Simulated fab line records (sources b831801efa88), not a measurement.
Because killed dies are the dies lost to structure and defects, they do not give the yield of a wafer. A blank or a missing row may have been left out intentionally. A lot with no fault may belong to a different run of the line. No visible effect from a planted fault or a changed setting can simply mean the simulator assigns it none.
What tool caused it? / flow sky130 / 24 lots with 72 wafers sampled at 6 steps, on a route of 708 steps

## WHAT THE GAUGES READ, wafer by wafer
SKY_LDD_HVP_TW_MEAS_10. Usual: LDD_HVP_TW 452, standard deviation 5.9.
lot=L074; measured=day 20 23:12; on=film_metro-01; LDD_HVP_TW=443 445 444; flag=
lot=L075; measured=day 21 03:44; on=film_metro-02; LDD_HVP_TW=456 455 458; flag=
lot=L076; measured=day 21 20:52; on=film_metro-03; LDD_HVP_TW=453 454 455; flag=
lot=L077; measured=day 22 03:13; on=film_metro-01; LDD_HVP_TW=446 445 445; flag=
lot=L078; measured=day 22 10:25; on=film_metro-02; LDD_HVP_TW=453 454 454; flag=
lot=L079; measured=day 23 05:51; on=film_metro-03; LDD_HVP_TW=458 458 455; flag=
lot=L080; measured=day 23 16:21; on=film_metro-01; LDD_HVP_TW=442 443 442; flag=
lot=L081; measured=day 23 19:22; on=film_metro-02; LDD_HVP_TW=457 458 457; flag=
lot=L082; measured=day 24 09:40; on=film_metro-02; LDD_HVP_TW=454 455 454; flag=
lot=L083; measured=day 24 11:43; on=film_metro-03; LDD_HVP_TW=453 454 454; flag=
lot=L084; measured=day 25 01:06; on=film_metro-03; LDD_HVP_TW=451 453 454; flag=
lot=L086; measured=day 25 13:46; on=film_metro-01; LDD_HVP_TW=446 445 450; flag=
lot=L085; measured=day 25 16:30; on=film_metro-03; LDD_HVP_TW=452 451 454; flag=
lot=L087; measured=day 26 01:40; on=film_metro-01; LDD_HVP_TW=442 443 442; flag=
lot=L088; measured=day 26 15:38; on=film_metro-02; LDD_HVP_TW=457 457 458; flag=
lot=L089; measured=day 26 19:06; on=film_metro-02; LDD_HVP_TW=457 460 456; flag=
lot=L090; measured=day 27 01:34; on=film_metro-02; LDD_HVP_TW=456 456 454; flag=
lot=L091; measured=day 27 09:54; on=film_metro-01; LDD_HVP_TW=442 441 443; flag=
lot=L092; measured=day 27 17:43; on=film_metro-02; LDD_HVP_TW=455 456 456; flag=
lot=L093; measured=day 29 23:04; on=film_metro-01; LDD_HVP_TW=446 444 444; flag=
lot=L097; measured=day 30 01:18; on=film_metro-02; LDD_HVP_TW=459 454 458; flag=
lot=L094; measured=day 30 01:58; on=film_metro-03; LDD_HVP_TW=452 450 451; flag=
lot=L096; measured=day 30 05:03; on=film_metro-02; LDD_HVP_TW=455 458 457; flag=
lot=L095; measured=day 30 06:55; on=film_metro-02; LDD_HVP_TW=457 456 455; flag=

SKY_SD_P_CD_MEAS_07 targets a cd of 380 nm. Usual: cd_nm reads 380.2 nm (standard deviation 2.7).
lot=L074; measured=day 24 22:40; on=cd_sem-02; cd_nm (nm)=381.0 382.9 382.1; flag=
lot=L075; measured=day 25 00:03; on=cd_sem-02; cd_nm (nm)=381.1 383.1 380.9; flag=
lot=L076; measured=day 25 17:14; on=cd_sem-02; cd_nm (nm)=382.8 380.3 379.7; flag=
lot=L077; measured=day 25 23:23; on=cd_sem-02; cd_nm (nm)=379.1 379.0 378.6; flag=
lot=L078; measured=day 26 05:52; on=cd_sem-01; cd_nm (nm)=376.8 374.9 377.6; flag=
lot=L079; measured=day 27 02:10; on=cd_sem-01; cd_nm (nm)=377.6 377.5 378.4; flag=
lot=L080; measured=day 27 10:16; on=cd_sem-01; cd_nm (nm)=377.6 378.0 375.4; flag=
lot=L081; measured=day 27 14:02; on=cd_sem-01; cd_nm (nm)=379.4 378.4 377.9; flag=
lot=L082; measured=day 28 02:22; on=cd_sem-01; cd_nm (nm)=385.0 380.2 383.2; flag=
lot=L083; measured=day 28 05:14; on=cd_sem-01; cd_nm (nm)=385.7 383.5 382.6; flag=
lot=L084; measured=day 28 22:04; on=cd_sem-01; cd_nm (nm)=384.4 381.6 384.5; flag=
lot=L086; measured=day 29 06:59; on=cd_sem-01; cd_nm (nm)=383.8 380.2 380.8; flag=
lot=L085; measured=day 29 11:03; on=cd_sem-02; cd_nm (nm)=378.8 380.5 379.7; flag=
lot=L087; measured=day 29 18:58; on=cd_sem-02; cd_nm (nm)=381.5 382.2 381.1; flag=
lot=L088; measured=day 30 08:12; on=cd_sem-01; cd_nm (nm)=383.9 385.2 385.6; flag=
lot=L089; measured=day 30 10:58; on=cd_sem-02; cd_nm (nm)=379.5 380.5 380.0; flag=
lot=L090; measured=day 30 17:25; on=cd_sem-01; cd_nm (nm)=377.5 379.4 378.1; flag=
lot=L091; measured=day 31 00:14; on=cd_sem-01; cd_nm (nm)=383.9 382.5 381.9; flag=
lot=L092; measured=day 31 08:55; on=cd_sem-01; cd_nm (nm)=378.7 375.7 378.8; flag=
lot=L093; measured=day 33 11:45; on=cd_sem-01; cd_nm (nm)=382.5 381.6 381.3; flag=
lot=L097; measured=day 33 12:23; on=cd_sem-01; cd_nm (nm)=382.0 379.2 381.8; flag=
lot=L094; measured=day 33 16:02; on=cd_sem-01; cd_nm (nm)=378.6 379.0 381.6; flag=
lot=L096; measured=day 33 16:28; on=cd_sem-01; cd_nm (nm)=376.7 375.5 378.6; flag=
lot=L095; measured=day 33 19:07; on=cd_sem-02; cd_nm (nm)=375.5 376.8 376.2; flag=

SKY_LI_CONTACT_RS_MEAS_22: a four-point-probe measurement. Usual: LI_CONTACT_W_RS 0.286 ohm/sq, standard deviation 0.0031.
lot=L074; measured=day 28 15:47; on=film_metro-02; LI_CONTACT_W_RS (ohm/sq)=0.287 0.285 0.289; flag=
lot=L075; measured=day 28 17:53; on=film_metro-01; LI_CONTACT_W_RS (ohm/sq)=0.286 0.283 0.287; flag=
lot=L076; measured=day 29 09:10; on=film_metro-04; LI_CONTACT_W_RS (ohm/sq)=0.284 0.285 0.281; flag=
lot=L077; measured=day 29 16:33; on=film_metro-02; LI_CONTACT_W_RS (ohm/sq)=0.281 0.281 0.277; flag=
lot=L078; measured=day 29 23:33; on=film_metro-01; LI_CONTACT_W_RS (ohm/sq)=0.284 0.282 0.285; flag=
lot=L079; measured=day 30 19:05; on=film_metro-04; LI_CONTACT_W_RS (ohm/sq)=0.293 0.294 0.284; flag=
lot=L080; measured=day 31 02:22; on=film_metro-04; LI_CONTACT_W_RS (ohm/sq)=0.286 0.289 0.283; flag=
lot=L081; measured=day 31 04:53; on=film_metro-02; LI_CONTACT_W_RS (ohm/sq)=0.289 0.292 0.285; flag=
lot=L082; measured=day 31 17:58; on=film_metro-04; LI_CONTACT_W_RS (ohm/sq)=0.289 0.288 0.287; flag=
lot=L083; measured=day 31 20:59; on=film_metro-04; LI_CONTACT_W_RS (ohm/sq)=0.288 0.288 0.289; flag=
lot=L084; measured=day 32 11:53; on=film_metro-02; LI_CONTACT_W_RS (ohm/sq)=0.286 0.291 0.286; flag=
lot=L086; measured=day 32 19:52; on=film_metro-04; LI_CONTACT_W_RS (ohm/sq)=0.288 0.290 0.288; flag=
lot=L085; measured=day 32 23:38; on=film_metro-01; LI_CONTACT_W_RS (ohm/sq)=0.285 0.288 0.289; flag=
lot=L087; measured=day 33 08:26; on=film_metro-02; LI_CONTACT_W_RS (ohm/sq)=0.283 0.287 0.283; flag=
lot=L088; measured=day 33 20:43; on=film_metro-02; LI_CONTACT_W_RS (ohm/sq)=0.288 0.283 0.284; flag=
lot=L089; measured=day 33 23:05; on=film_metro-04; LI_CONTACT_W_RS (ohm/sq)=0.289 0.288 0.290; flag=
lot=L090; measured=day 34 05:17; on=film_metro-02; LI_CONTACT_W_RS (ohm/sq)=0.286 0.285 0.281; flag=
lot=L091; measured=day 34 10:59; on=film_metro-02; LI_CONTACT_W_RS (ohm/sq)=0.284 0.291 0.287; flag=
lot=L092; measured=day 34 20:09; on=film_metro-01; LI_CONTACT_W_RS (ohm/sq)=0.279 0.284 0.283; flag=
lot=L093; measured=day 36 22:00; on=film_metro-01; LI_CONTACT_W_RS (ohm/sq)=0.283 0.282 0.285; flag=
lot=L097; measured=day 36 22:02; on=film_metro-04; LI_CONTACT_W_RS (ohm/sq)=0.284 0.287 0.282; flag=
lot=L094; measured=day 37 01:10; on=film_metro-02; LI_CONTACT_W_RS (ohm/sq)=0.285 0.281 0.282; flag=
lot=L096; measured=day 37 02:41; on=film_metro-01; LI_CONTACT_W_RS (ohm/sq)=0.287 0.286 0.288; flag=
lot=L095; measured=day 37 05:30; on=film_metro-04; LI_CONTACT_W_RS (ohm/sq)=0.284 0.290 0.284; flag=

SKY_METAL2_RS_MEAS_05: a four-point-probe measurement. Usual: METAL2_ALCU_RS 0.1268 ohm/sq, standard deviation 0.0017.
lot=L074; measured=day 33 13:25; on=film_metro-02; METAL2_ALCU_RS (ohm/sq)=0.1275 0.1271 0.1269; flag=
lot=L075; measured=day 33 16:20; on=film_metro-01; METAL2_ALCU_RS (ohm/sq)=0.1298 0.1301 0.1297; flag=
lot=L076; measured=day 34 05:01; on=film_metro-03; METAL2_ALCU_RS (ohm/sq)=0.1298 0.1265 0.1267; flag=
lot=L077; measured=day 34 11:53; on=film_metro-02; METAL2_ALCU_RS (ohm/sq)=0.1277 0.1274 0.1256; flag=
lot=L078; measured=day 34 18:30; on=film_metro-03; METAL2_ALCU_RS (ohm/sq)=0.1252 0.1249 0.1256; flag=
lot=L079; measured=day 35 13:58; on=film_metro-01; METAL2_ALCU_RS (ohm/sq)=0.1256 0.1268 0.1266; flag=
lot=L080; measured=day 35 21:10; on=film_metro-01; METAL2_ALCU_RS (ohm/sq)=0.1274 0.1265 0.1248; flag=
lot=L081; measured=day 35 22:55; on=film_metro-01; METAL2_ALCU_RS (ohm/sq)=0.1235 0.1240 0.1246; flag=
lot=L082; measured=day 36 12:24; on=film_metro-03; METAL2_ALCU_RS (ohm/sq)=0.1247 0.1256 0.1226; flag=
lot=L083; measured=day 36 15:58; on=film_metro-02; METAL2_ALCU_RS (ohm/sq)=0.1294 0.1275 0.1298; flag=
lot=L084; measured=day 37 06:40; on=film_metro-02; METAL2_ALCU_RS (ohm/sq)=0.1249 0.1259 0.1267; flag=
lot=L086; measured=day 37 13:25; on=film_metro-03; METAL2_ALCU_RS (ohm/sq)=0.1277 0.1273 0.1276; flag=
lot=L085; measured=day 37 15:40; on=film_metro-02; METAL2_ALCU_RS (ohm/sq)=0.1268 0.1269 0.1265; flag=
lot=L087; measured=day 38 01:13; on=film_metro-02; METAL2_ALCU_RS (ohm/sq)=0.1264 0.1267 0.1267; flag=
lot=L088; measured=day 38 11:28; on=film_metro-03; METAL2_ALCU_RS (ohm/sq)=0.1253 0.1227 0.1244; flag=
lot=L089; measured=day 38 13:08; on=film_metro-03; METAL2_ALCU_RS (ohm/sq)=0.1255 0.1233 0.1237; flag=
lot=L090; measured=day 38 21:34; on=film_metro-01; METAL2_ALCU_RS (ohm/sq)=0.1281 0.1290 0.1295; flag=
lot=L091; measured=day 39 03:18; on=film_metro-02; METAL2_ALCU_RS (ohm/sq)=0.1276 0.1272 0.1265; flag=
lot=L092; measured=day 39 11:28; on=film_metro-03; METAL2_ALCU_RS (ohm/sq)=0.1278 0.1276 0.1273; flag=
lot=L093; measured=day 41 10:25; on=film_metro-03; METAL2_ALCU_RS (ohm/sq)=0.1281 0.1274 0.1273; flag=
lot=L097; measured=day 41 10:44; on=film_metro-02; METAL2_ALCU_RS (ohm/sq)=0.1265 0.1263 0.1269; flag=
lot=L094; measured=day 41 12:52; on=film_metro-02; METAL2_ALCU_RS (ohm/sq)=0.1275 0.1283 0.1273; flag=
lot=L096; measured=day 41 13:34; on=film_metro-02; METAL2_ALCU_RS (ohm/sq)=0.1258 0.1269 0.1262; flag=
lot=L095; measured=day 41 15:53; on=film_metro-02; METAL2_ALCU_RS (ohm/sq)=0.1285 0.1261 0.1269; flag=

## TOOL THAT RAN EACH LOT (tool first, then ch and the chambers of the sampled wafers, then the start)
lot=L074; SKY_CONTACT_ETCH_16=rie_diel-03 ch 0,2, day 31 02:20; SKY_VIA1_CMP_02=cmp-02 ch 1,2,3, day 32 08:19
lot=L075; SKY_CONTACT_ETCH_16=rie_diel-01 ch 1,2,3, day 31 05:08; SKY_VIA1_CMP_02=cmp-02 ch 2,3, day 32 11:35
lot=L076; SKY_CONTACT_ETCH_16=rie_diel-03 ch 0,1,3, day 31 18:28; SKY_VIA1_CMP_02=cmp-02 ch 0,3, day 33 00:41
lot=L077; SKY_CONTACT_ETCH_16=rie_diel-02 ch 1,2,3, day 32 01:46; SKY_VIA1_CMP_02=cmp-02 ch 0,2,3, day 33 08:34
lot=L078; SKY_CONTACT_ETCH_16=rie_diel-02 ch 0,1,2, day 32 08:40; SKY_VIA1_CMP_02=cmp-01 ch 0,2, day 33 14:05
lot=L079; SKY_CONTACT_ETCH_16=rie_diel-02 ch 0,2, day 33 03:37; SKY_VIA1_CMP_02=cmp-01 ch 1,2, day 34 09:27
lot=L080; SKY_CONTACT_ETCH_16=rie_diel-02 ch 1,2, day 33 11:26; SKY_VIA1_CMP_02=cmp-01 ch 0,2,3, day 34 16:22
lot=L081; SKY_CONTACT_ETCH_16=rie_diel-02 ch 0,2, day 33 12:59; SKY_VIA1_CMP_02=cmp-02 ch 0,1,3, day 34 18:32
lot=L082; SKY_CONTACT_ETCH_16=rie_diel-01 ch 0,1,3, day 34 02:34; SKY_VIA1_CMP_02=cmp-01 ch 0,1,3, day 35 07:53
lot=L083; SKY_CONTACT_ETCH_16=rie_diel-02 ch 0,1,3, day 34 04:55; SKY_VIA1_CMP_02=cmp-01 ch 1,3, day 35 10:53
lot=L084; SKY_CONTACT_ETCH_16=rie_diel-01 ch 1,3, day 34 19:58; SKY_VIA1_CMP_02=cmp-02 ch 1,2,3, day 36 01:50
lot=L086; SKY_CONTACT_ETCH_16=rie_diel-03 ch 0,2,3, day 35 03:13; SKY_VIA1_CMP_02=cmp-01 ch 1,2,3, day 36 09:20
lot=L085; SKY_CONTACT_ETCH_16=rie_diel-03 ch 0,3, day 35 07:07; SKY_VIA1_CMP_02=cmp-02 ch 0,2,3, day 36 12:06
lot=L087; SKY_CONTACT_ETCH_16=rie_diel-01 ch 1,3, day 35 15:55; SKY_VIA1_CMP_02=cmp-01 ch 0,2,3, day 36 21:16
lot=L088; SKY_CONTACT_ETCH_16=rie_diel-03 ch 0,1,2, day 36 02:52; SKY_VIA1_CMP_02=cmp-02 ch 0,2,3, day 37 08:43
lot=L089; SKY_CONTACT_ETCH_16=rie_diel-01 ch 0,3, day 36 05:40; SKY_VIA1_CMP_02=cmp-02 ch 0,1, day 37 10:25
lot=L090; SKY_CONTACT_ETCH_16=rie_diel-02 ch 1,2, day 36 12:52; SKY_VIA1_CMP_02=cmp-02 ch 1,2, day 37 17:56
lot=L091; SKY_CONTACT_ETCH_16=rie_diel-01 ch 1,2,3, day 36 18:44; SKY_VIA1_CMP_02=cmp-02 ch 1,2, day 38 00:10
lot=L092; SKY_CONTACT_ETCH_16=rie_diel-02 ch 0,2, day 37 04:07; SKY_VIA1_CMP_02=cmp-02 ch 0,1,2, day 38 08:16
lot=L093; SKY_CONTACT_ETCH_16=rie_diel-01 ch 0,1, day 39 03:25; SKY_VIA1_CMP_02=cmp-02 ch 1,2,3, day 40 08:23
lot=L097; SKY_CONTACT_ETCH_16=rie_diel-02 ch 0,2, day 39 03:56; SKY_VIA1_CMP_02=cmp-02 ch 0,1, day 40 08:41
lot=L094; SKY_CONTACT_ETCH_16=rie_diel-01 ch 0,1,3, day 39 05:52; SKY_VIA1_CMP_02=cmp-01 ch 0,1,3, day 40 10:11
lot=L096; SKY_CONTACT_ETCH_16=rie_diel-02 ch 0,1,3, day 39 07:19; SKY_VIA1_CMP_02=cmp-01 ch 0,2, day 40 11:04
lot=L095; SKY_CONTACT_ETCH_16=rie_diel-02 ch 0,3, day 39 09:37; SKY_VIA1_CMP_02=cmp-02 ch 0,2,3, day 40 13:29
- SKY_CONTACT_ETCH_16: etches BARC in N2/H2, stops on SiO2, time 45.9 s, target depth 60 nm.
- SKY_VIA1_CMP_02: polishes SiO2.

## WHAT THE TOOLS THEMSELVES READ (means of the sampled wafers that have a number; where no wafer has one, the mark that the record gives instead)
SKY_CONTACT_ETCH_16. Usual: drypump_motor_current_A 5.6 A, standard deviation 0.38; oes_product_au 0.854 a.u., standard deviation 0.0048; throttle_valve_pct 13.226 %, standard deviation 0.01.
lot=L074; tool=rie_diel-03; drypump_motor_current_A (A)=5.8; oes_product_au (a.u.)=0.854; throttle_valve_pct (%)=13.230; flag=
lot=L075; tool=rie_diel-01; drypump_motor_current_A (A)=6.0; oes_product_au (a.u.)=0.858; throttle_valve_pct (%)=13.225; flag=
lot=L076; tool=rie_diel-03; drypump_motor_current_A (A)=5.6; oes_product_au (a.u.)=0.853; throttle_valve_pct (%)=13.228; flag=
lot=L077; tool=rie_diel-02; drypump_motor_current_A (A)=5.6; oes_product_au (a.u.)=0.852; throttle_valve_pct (%)=13.226; flag=
lot=L078; tool=rie_diel-02; drypump_motor_current_A (A)=5.4; oes_product_au (a.u.)=0.851; throttle_valve_pct (%)=13.224; flag=
lot=L079; tool=rie_diel-02; drypump_motor_current_A (A)=5.4; oes_product_au (a.u.)=0.852; throttle_valve_pct (%)=13.230; flag=
lot=L080; tool=rie_diel-02; drypump_motor_current_A (A)=5.4; oes_product_au (a.u.)=0.858; throttle_valve_pct (%)=13.223; flag=
lot=L081; tool=rie_diel-02; drypump_motor_current_A (A)=5.4; oes_product_au (a.u.)=0.853; throttle_valve_pct (%)=13.237; flag=
lot=L082; tool=rie_diel-01; drypump_motor_current_A (A)=5.6; oes_product_au (a.u.)=0.852; throttle_valve_pct (%)=13.217; flag=
lot=L083; tool=rie_diel-02; drypump_motor_current_A (A)=5.6; oes_product_au (a.u.)=0.851; throttle_valve_pct (%)=13.223; flag=
lot=L084; tool=rie_diel-01; drypump_motor_current_A (A)=5.8; oes_product_au (a.u.)=0.860; throttle_valve_pct (%)=13.222; flag=
lot=L086; tool=rie_diel-03; drypump_motor_current_A (A)=5.4; oes_product_au (a.u.)=0.855; throttle_valve_pct (%)=13.226; flag=
lot=L085; tool=rie_diel-03; drypump_motor_current_A (A)=5.3; oes_product_au (a.u.)=0.850; throttle_valve_pct (%)=13.221; flag=
lot=L087; tool=rie_diel-01; drypump_motor_current_A (A)=5.8; oes_product_au (a.u.)=0.857; throttle_valve_pct (%)=13.226; flag=
lot=L088; tool=rie_diel-03; drypump_motor_current_A (A)=5.7; oes_product_au (a.u.)=0.851; throttle_valve_pct (%)=13.230; flag=
lot=L089; tool=rie_diel-01; drypump_motor_current_A (A)=5.5; oes_product_au (a.u.)=0.862; throttle_valve_pct (%)=13.228; flag=
lot=L090; tool=rie_diel-02; drypump_motor_current_A (A)=5.4; oes_product_au (a.u.)=0.854; throttle_valve_pct (%)=13.225; flag=
lot=L091; tool=rie_diel-01; drypump_motor_current_A (A)=6.0; oes_product_au (a.u.)=0.857; throttle_valve_pct (%)=13.230; flag=
lot=L092; tool=rie_diel-02; drypump_motor_current_A (A)=5.4; oes_product_au (a.u.)=0.856; throttle_valve_pct (%)=13.223; flag=
lot=L093; tool=rie_diel-01; drypump_motor_current_A (A)=5.7; oes_product_au (a.u.)=0.851; throttle_valve_pct (%)=13.222; flag=
lot=L097; tool=rie_diel-02; drypump_motor_current_A (A)=5.4; oes_product_au (a.u.)=0.855; throttle_valve_pct (%)=13.235; flag=
lot=L094; tool=rie_diel-01; drypump_motor_current_A (A)=5.5; oes_product_au (a.u.)=0.859; throttle_valve_pct (%)=13.217; flag=
lot=L096; tool=rie_diel-02; drypump_motor_current_A (A)=5.6; oes_product_au (a.u.)=0.855; throttle_valve_pct (%)=13.234; flag=
lot=L095; tool=rie_diel-02; drypump_motor_current_A (A)=5.7; oes_product_au (a.u.)=0.851; throttle_valve_pct (%)=13.222; flag=

SKY_VIA1_CMP_02. Usual: motor_current_A reads 12.4 A (standard deviation 1.3).
lot=L074; tool=cmp-02; motor_current_A (A)=13.0; flag=
lot=L075; tool=cmp-02; motor_current_A (A)=13.2; flag=
lot=L076; tool=cmp-02; motor_current_A (A)=12.1; flag=
lot=L077; tool=cmp-02; motor_current_A (A)=13.3; flag=
lot=L078; tool=cmp-01; motor_current_A (A)=13.0; flag=
lot=L079; tool=cmp-01; motor_current_A (A)=12.5; flag=
lot=L080; tool=cmp-01; motor_current_A (A)=12.4; flag=
lot=L081; tool=cmp-02; motor_current_A (A)=11.7; flag=
lot=L082; tool=cmp-01; motor_current_A (A)=13.1; flag=
lot=L083; tool=cmp-01; motor_current_A (A)=12.9; flag=
lot=L084; tool=cmp-02; motor_current_A (A)=12.7; flag=
lot=L086; tool=cmp-01; motor_current_A (A)=12.4; flag=
lot=L085; tool=cmp-02; motor_current_A (A)=13.1; flag=
lot=L087; tool=cmp-01; motor_current_A (A)=12.4; flag=
lot=L088; tool=cmp-02; motor_current_A (A)=12.5; flag=
lot=L089; tool=cmp-02; motor_current_A (A)=10.8; flag=
lot=L090; tool=cmp-02; motor_current_A (A)=13.4; flag=
lot=L091; tool=cmp-02; motor_current_A (A)=13.3; flag=
lot=L092; tool=cmp-02; motor_current_A (A)=12.1; flag=
lot=L093; tool=cmp-02; motor_current_A (A)=12.4; flag=
lot=L097; tool=cmp-02; motor_current_A (A)=11.2; flag=
lot=L094; tool=cmp-01; motor_current_A (A)=12.4; flag=
lot=L096; tool=cmp-01; motor_current_A (A)=12.4; flag=
lot=L095; tool=cmp-02; motor_current_A (A)=13.1; flag=

## THE ANSWER, worked out from the rows above alone
Rule: a lot counts as off when the mean over its wafers that have a number is more than 3 standard deviations away from the usual mean. A lot without any number at a reading at which 4 lots or more have one is off too. Any other lot the step has rows for is counted as sound. First the gauges in route order, then the tools' own readings, where a lot's mean is used as printed above. The first step at which some lot is off is used, and at that step the reading that is off furthest; a lot without a number counts as furthest.
No lot is off at any reading shown: from this, nothing can be told.

## WHAT THE SIMULATOR HAD INSERTED
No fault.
